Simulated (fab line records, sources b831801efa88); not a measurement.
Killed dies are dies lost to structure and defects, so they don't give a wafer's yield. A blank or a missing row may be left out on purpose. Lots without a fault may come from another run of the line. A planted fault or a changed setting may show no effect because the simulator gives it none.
Chamber matching | flow gf180mcu | GF_CONTACT_ETCH_16 on rie_diel-02: 4 sister chambers
The step etches BARC in N2/H2. 8 wafers are shown with their chamber, then 12 later ones without.

WAFERS WITH THEIR CHAMBER
wafer  | chamber | drypump_motor_current_A (A) | throttle_valve_pct (%)
L082.2 | 2       | 5.11                        | 13.230
L084.5 | 1       | 5.67                        | 13.217
L085.2 | 2       | 5.10                        | 13.241
L088.3 | 0       | 5.31                        | 13.231
L088.6 | 1       | 5.68                        | 13.226
L091.3 | 3       | 5.36                        | 13.222
L091.5 | 3       | 5.35                        | 13.248
L091.6 | 0       | 5.34                        | 13.224

WAFERS WITHOUT THEIR CHAMBER
wafer  | drypump_motor_current_A (A) | throttle_valve_pct (%)
L092.1 | 5.69                        | 13.239
L092.4 | 5.11                        | 13.227
L092.6 | 5.10                        | 13.212
L093.1 | 5.10                        | 13.224
L093.5 | 5.09                        | 13.220
L093.6 | 5.69                        | 13.222
L094.1 | 5.72                        | 13.217
L094.3 | 5.32                        | 13.216
L094.4 | 5.10                        | 13.234
L097.2 | 5.09                        | 13.212
L097.3 | 5.37                        | 13.222
L097.4 | 5.68                        | 13.249

WHICH CHAMBER EACH WENT THROUGH
wafer  | from the rows above     | in truth
L092.1 | 1                       | 1
L092.4 | 2                       | 2
L092.6 | 2                       | 2
L093.1 | 2                       | 2
L093.5 | 2                       | 2
L093.6 | 1                       | 1
L094.1 | 1                       | 1
L094.3 | 0                       | 0
L094.4 | 2                       | 2
L097.2 | 2                       | 2
L097.3 | can't be placed: 3 or 0 | 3
L097.4 | 1                       | 1
Placed correctly: 11 of 12. Can't be placed from these rows: 1 (the true chamber is among the candidates in 1). Placed wrongly: 0.
How it was worked out, from the rows above alone: a wafer's distance from a chamber is the root of the sum, over the readings, of the square of ((its reading less the chamber's mean) divided by the reading's scatter). The wafer belongs to the nearest chamber; if the next one is less than 2 further off, it can't be placed. A chamber's mean is the mean of its shown wafers. The scatter: the root of (the sum of the squares of (reading less its chamber's mean) over the shown wafers, divided by (wafers less chambers)).
